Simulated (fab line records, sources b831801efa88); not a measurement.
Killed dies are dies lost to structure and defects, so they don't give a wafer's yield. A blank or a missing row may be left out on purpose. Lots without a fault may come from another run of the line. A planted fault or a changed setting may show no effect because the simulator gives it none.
Which tool did it? | flow gf180mcu | 13 lots, 39 wafers sampled, at 3 steps of a route of 602

WHAT THE GAUGES READ, wafer by wafer
GF_STI_BOW_MEAS_00.
lot  | measured    | on            | INCOMING_BOW (um)
L371 | day 1 15:00 | film_metro-02 | -1 -3 -2
L372 | day 1 20:00 | film_metro-02 | -6 7 7
L375 | day 2 11:00 | film_metro-04 | -9 19 4
L376 | day 2 16:02 | film_metro-02 | -7 5 7
L378 | day 3 02:01 | film_metro-03 | -1 0 -6
L379 | day 3 07:00 | film_metro-03 | 3 4 -8
L383 | day 4 03:00 | film_metro-02 | 11 9 4
L384 | day 4 08:01 | film_metro-02 | -9 -13 11
L385 | day 4 13:00 | film_metro-04 | 6 4 8
L388 | day 5 04:02 | film_metro-02 | 3 -6 -6
L390 | day 5 14:02 | film_metro-02 | 0 -3 7
L392 | day 6 00:04 | film_metro-02 | -5 1 2
L393 | day 6 05:02 | film_metro-04 | 0 -7 14

GF_VT_IMPLANT_OVL_MEAS_29.
lot  | measured     | on         | VT_IMPLANT_02_OVL (nm)
L371 | day 7 00:04  | overlay-01 | 0.3 -2.2 -2.6
L372 | day 7 09:43  | overlay-01 | -0.8 0.7 -1.3
L375 | day 8 04:28  | overlay-02 | -0.7 -0.1 -1.6
L376 | day 8 09:53  | overlay-01 | -2.0 0.7 0.1
L378 | day 9 09:16  | overlay-01 | -0.5 -1.0 -1.1
L379 | day 9 21:10  | overlay-01 | -1.1 3.1 0.5
L383 | day 10 18:37 | overlay-01 | 0.4 0.2 -0.6
L384 | day 10 22:23 | overlay-01 | 1.1 1.6 0.7
L385 | day 11 00:40 | overlay-02 | -1.6 3.5 2.5
L388 | day 11 18:17 | overlay-01 | -0.5 2.7 -1.5
L390 | day 12 10:22 | overlay-02 | -0.5 -1.3 -0.7
L392 | day 12 23:49 | overlay-02 | 3.0 0.5 3.2
L393 | day 13 06:35 | overlay-01 | -0.9 1.0 1.4

WHICH TOOL RAN EACH LOT (tool, then ch and the chambers of the sampled wafers, then the start)
lot  | GF_MVSD_STRIP_10
L371 | plasma_asher-04 ch 0, day 4 15:29
L372 | plasma_asher-03 ch 1, day 4 22:49
L375 | plasma_asher-02 ch 0,1, day 5 13:59
L376 | plasma_asher-02 ch 0,1, day 5 19:23
L378 | plasma_asher-03 ch 0,1, day 6 15:53
L379 | plasma_asher-03 ch 0,1, day 7 02:49
L383 | plasma_asher-02 ch 0,1, day 7 21:15
L384 | plasma_asher-02 ch 0,1, day 8 01:18
L385 | plasma_asher-04 ch 0,1, day 8 03:51
L388 | plasma_asher-03 ch 0,1, day 8 18:53
L390 | plasma_asher-04 ch 1, day 9 08:44
L392 | plasma_asher-04 ch 0, day 9 20:27
L393 | plasma_asher-03 ch 0,1, day 10 02:41
- GF_MVSD_STRIP_10: strips in O2/N2.

WHAT THE TOOLS THEMSELVES READ (means of the sampled wafers that have a number; where no wafer has one, the mark that the record gives instead)
GF_MVSD_STRIP_10.
lot  | tool            | drypump_motor_current_A (A) | heater_power_w (W) | oes_product_au (a.u.) | platen_temp_c (C) | strip_time_to_endpoint_s (s)
L371 | plasma_asher-04 | 6.1                         | 390                | 0.719                 | 250.07            | 36.99
L372 | plasma_asher-03 | 4.9                         | 319                | 0.720                 | 250.04            | 36.73
L375 | plasma_asher-02 | 6.3                         | 334                | 0.719                 | 249.97            | 37.05
L376 | plasma_asher-02 | 6.3                         | 335                | 0.717                 | 250.01            | 36.82
L378 | plasma_asher-03 | 4.8                         | 347                | 0.720                 | 249.96            | 37.10
L379 | plasma_asher-03 | 4.8                         | 334                | 0.725                 | 250.07            | 37.13
L383 | plasma_asher-02 | 6.3                         | 340                | 0.722                 | 250.00            | 37.06
L384 | plasma_asher-02 | 6.3                         | 339                | 0.944                 | 249.96            | -
L385 | plasma_asher-04 | 5.5                         | 402                | 0.722                 | 250.18            | 37.00
L388 | plasma_asher-03 | 4.8                         | 334                | 0.725                 | 250.21            | 37.09
L390 | plasma_asher-04 | 5.2                         | 406                | 0.724                 | 249.76            | 36.88
L392 | plasma_asher-04 | 6.1                         | 390                | 0.722                 | 249.98            | 36.92
L393 | plasma_asher-03 | 4.8                         | 348                | 0.718                 | 250.15            | 37.02

THE ANSWER, worked out from the rows above alone
Rule: what is usual is taken from the lots themselves. Put in order of their means at a reading, lots are off if they are a third of the lots or fewer, leave a main group of 4 or more, and stand apart from it by a gap of 3 or more times the standard deviation of the main group's means; of several such gaps the widest counts. A main group whose means are all the same, to the digits that the tables above print for the reading, isn't used. A lot without any number at a reading at which 4 lots or more have one is off too. The other lots that the step has rows for count as sound. The gauges are gone through in route order, then the tools' own readings, and for those a lot's mean is taken as printed above. The first step at which some lot is off is used, and at that step the reading that is off furthest; a lot without a number counts as furthest.
Off: L384, at GF_MVSD_STRIP_10 (strip_time_to_endpoint_s). Without a number there: L384. The main group: mean 36.98 s, standard deviation 0.12.
A tool fits if, at that step or a process step before it, it ran every lot that is off, and no sound lot after the first of them. One fits: plasma_asher-02 at GF_MVSD_STRIP_10. Its last sound lot is L383 (day 7 21:15), its first lot that is off L384 (day 8 01:18): a fault that began between those two fits.
The tool's own readings at GF_MVSD_STRIP_10 bear it out: on the lots that are off they differ by more than 5 times the standard deviation of the sound lots' means. oes_product_au reads 0.944 a.u. there against 0.721 a.u. on the sound lots.
Blank at GF_MVSD_STRIP_10 on the lots that are off, where sound lots have numbers: strip_time_to_endpoint_s.

WHAT THE SIMULATOR HAD PUT IN
Strip aborted: plasma_asher-02, from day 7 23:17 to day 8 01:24, at GF_MVSD_STRIP_10. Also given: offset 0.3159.
Lots struck among those shown: L384. The rule above found the same.
